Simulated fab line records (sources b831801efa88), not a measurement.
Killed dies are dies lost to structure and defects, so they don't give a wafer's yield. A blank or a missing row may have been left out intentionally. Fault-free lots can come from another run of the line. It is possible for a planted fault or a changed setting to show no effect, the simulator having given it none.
Which tool was responsible? :: flow sky130 :: route of 708 steps, sampled at 1 step: 12 lots, 36 wafers

WHAT EACH GAUGE READ, for each wafer
SKY_VT_ADJUST_PCH_OVL_MEAS_07.
lot: L074
measured: day 10 21:47
on: overlay-01
VT_ADJUST_PCH_OVL (nm): -0.3 2.2 1.9

lot: L077
measured: day 11 03:07
on: overlay-02
VT_ADJUST_PCH_OVL (nm): 0.9 0.7 1.3

lot: L079
measured: day 11 20:41
on: overlay-01
VT_ADJUST_PCH_OVL (nm): 1.9 2.7 1.5

lot: L081
measured: day 12 19:50
on: overlay-02
VT_ADJUST_PCH_OVL (nm): 3.8 2.1 2.5

lot: L083
measured: day 13 16:02
on: overlay-01
VT_ADJUST_PCH_OVL (nm): 2.2 1.8 1.0

lot: L085
measured: day 14 06:26
on: overlay-02
VT_ADJUST_PCH_OVL (nm): -0.8 -2.3 -1.2

lot: L087
measured: day 14 22:26
on: overlay-02
VT_ADJUST_PCH_OVL (nm): 2.8 -0.6 1.5

lot: L088
measured: day 15 02:47
on: overlay-01
VT_ADJUST_PCH_OVL (nm): 0.8 1.8 1.8

lot: L091
measured: day 15 17:07
on: overlay-01
VT_ADJUST_PCH_OVL (nm): 2.7 2.1 2.9

lot: L093
measured: day 16 11:59
on: overlay-01
VT_ADJUST_PCH_OVL (nm): -1.3 -0.1 -1.7

lot: L095
measured: day 16 20:52
on: overlay-01
VT_ADJUST_PCH_OVL (nm): 3.0 1.5 2.2

lot: L097
measured: day 17 15:35
on: overlay-01
VT_ADJUST_PCH_OVL (nm): 1.4 -0.8 -0.8

EACH LOT AND THE TOOL THAT RAN IT (in order: tool; ch and the chambers of the sampled wafers; start)
The record shows no process step preceding these readings.

THE ANSWER, worked out from the rows above alone
Rule: the usual values come from the lots themselves. The widest of any qualifying gaps counts: lots, ordered by their means at a reading, are off when they make up no more than a third of the lots, leave a main group of 4 or more, and stand apart from it by 3 or more times the standard deviation of that group's means. The tables above print the reading to a certain number of digits; a main group whose means all agree to those digits is not used. A lot without any number at a reading at which 4 lots or more have one is off too. The other lots that the step has rows for count as sound.
Nothing can be told from this: no lot is off at any reading shown.

WHAT HAD BEEN PUT IN BY THE SIMULATOR
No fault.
